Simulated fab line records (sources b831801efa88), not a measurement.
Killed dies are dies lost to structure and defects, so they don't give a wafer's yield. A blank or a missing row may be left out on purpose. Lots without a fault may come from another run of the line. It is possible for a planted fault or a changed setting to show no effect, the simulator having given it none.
A struck lot beside a sound one | flow gf180mcu | 19 steps out of a route of 602
Sound: wafers L932.1, L932.4, L932.5. Wafers struck: L926.1, L926.5, L926.6. The cause is given at the end.
At each step with rows: each side's tool, then ch and its chambers, then its first start. Under that, the readings that differ: sound wafers | struck wafers | difference of the means | sigmas: that difference in standard deviations of wafers without a fault.
alike: readings whose means differ by less than 2 such deviations, and words and numbers that are the same on both sides. not compared: withheld readings, readings that some wafer has no value for, bounds like >300 that may hide the same value, and numbers for which the record gives no deviation and whose values overlap.
Wherever a step has rows on one side only, a row that says differs or no value, or a row with sigmas, the two part there. Non-overlapping numbers with no deviation appear without sigmas and do not part them. A reading missing from all wafers of one side parts the sides only when that side holds two or more wafers.

first, 1 step without rows for these wafers: GF_STI_CVD_23 (deposits SiO2, target thk 650 nm, time 108.3 s).
GF_STI_THK_MEAS_24:
  sound on film_metro-02, day 4 14:43; struck on film_metro-02, day 3 06:44
  alike: STI_CVD_23_THK
GF_STI_CMP_25: polishes, stops on Si3N4, t overpolish 33 s, target thk 524.6 nm.
  sound on cmp-01 ch 1,2, day 4 14:47; struck on cmp-02 ch 2,3, day 3 06:48
  alike: motor_current_A, overpolish_run_s, slurry_filter_dp_kPa, time_to_endpoint_s
then, 4 steps without rows for these wafers: GF_STI_WET_ETCH_26 (etches SiO2 in dHF, target depth 94 nm, time 188 s); GF_STI_WET_ETCH_27 (etches Si3N4 in H3PO4, target depth 160 nm, time 1825 s); GF_STI_WET_ETCH_28 (etches SiO2 in dHF, target depth 20 nm, time 40 s); GF_STI_OXIDATION_29 (stabilise 600 s, purge 300 s, target thk 10 nm).
GF_STI_THK_MEAS_30:
  sound on film_metro-03, day 4 17:26; struck on film_metro-01, day 3 09:30
  reading                   | sound             | struck            | difference | sigmas
  STI_OXIDATION_02_THK (nm) | 10.14 10.02 10.06 | 10.58 10.59 10.62 | +0.52      | +2
then, 4 steps without rows for these wafers: GF_DNWELL_DEHYDRATE_00 (time 60 s); GF_DNWELL_HMDS_01 (prime time 60 s); GF_DNWELL_COAT_02 (resist thk 3000 nm); GF_DNWELL_SOFTBAKE_03.
GF_DNWELL_EXPOSE_04: exposes mask DNWELL, target cd 1700 nm.
  sound on iline_stepper-01 ch 0, day 5 00:10; struck on iline_stepper-01 ch 0, day 3 16:22
  reading | sound                      | struck                  | difference | sigmas
  mask    | DNWELL#0 DNWELL#0 DNWELL#0 | Nwell#0 Nwell#0 Nwell#0 | differs    |
then, 3 steps without rows for these wafers: GF_DNWELL_PEB_05; GF_DNWELL_DEVELOP_06 (develop time 60 s); GF_DNWELL_IMPLANT_07.
GF_DNWELL_STRIP_08: strips in O2/N2.
  sound on plasma_asher-02 ch 0,1, day 5 07:17; struck on plasma_asher-02 ch 0,1, day 3 22:38
  alike: drypump_motor_current_A, heater_power_w, oes_product_au, strip_time_to_endpoint_s
  not compared: rf_hours_counter_h
GF_DNWELL_TW_MEAS_09:
  sound on film_metro-01, day 5 07:23; struck on film_metro-01, day 3 22:58
  reading   | sound          | struck   | difference | sigmas
  DNWELL_TW | 1340 1342 1339 | 31 30 31 | -1310      | -99 or more
  not compared: hold
GF_PASSIVATION_PROBE_99:
  the record holds rows for the sound wafers here (prober-02, day 32 07:16) but none for the struck ones

## WHERE THEY PART
First at GF_STI_THK_MEAS_30; last, within this record, at GF_PASSIVATION_PROBE_99.

WHY: the cause the simulator had injected
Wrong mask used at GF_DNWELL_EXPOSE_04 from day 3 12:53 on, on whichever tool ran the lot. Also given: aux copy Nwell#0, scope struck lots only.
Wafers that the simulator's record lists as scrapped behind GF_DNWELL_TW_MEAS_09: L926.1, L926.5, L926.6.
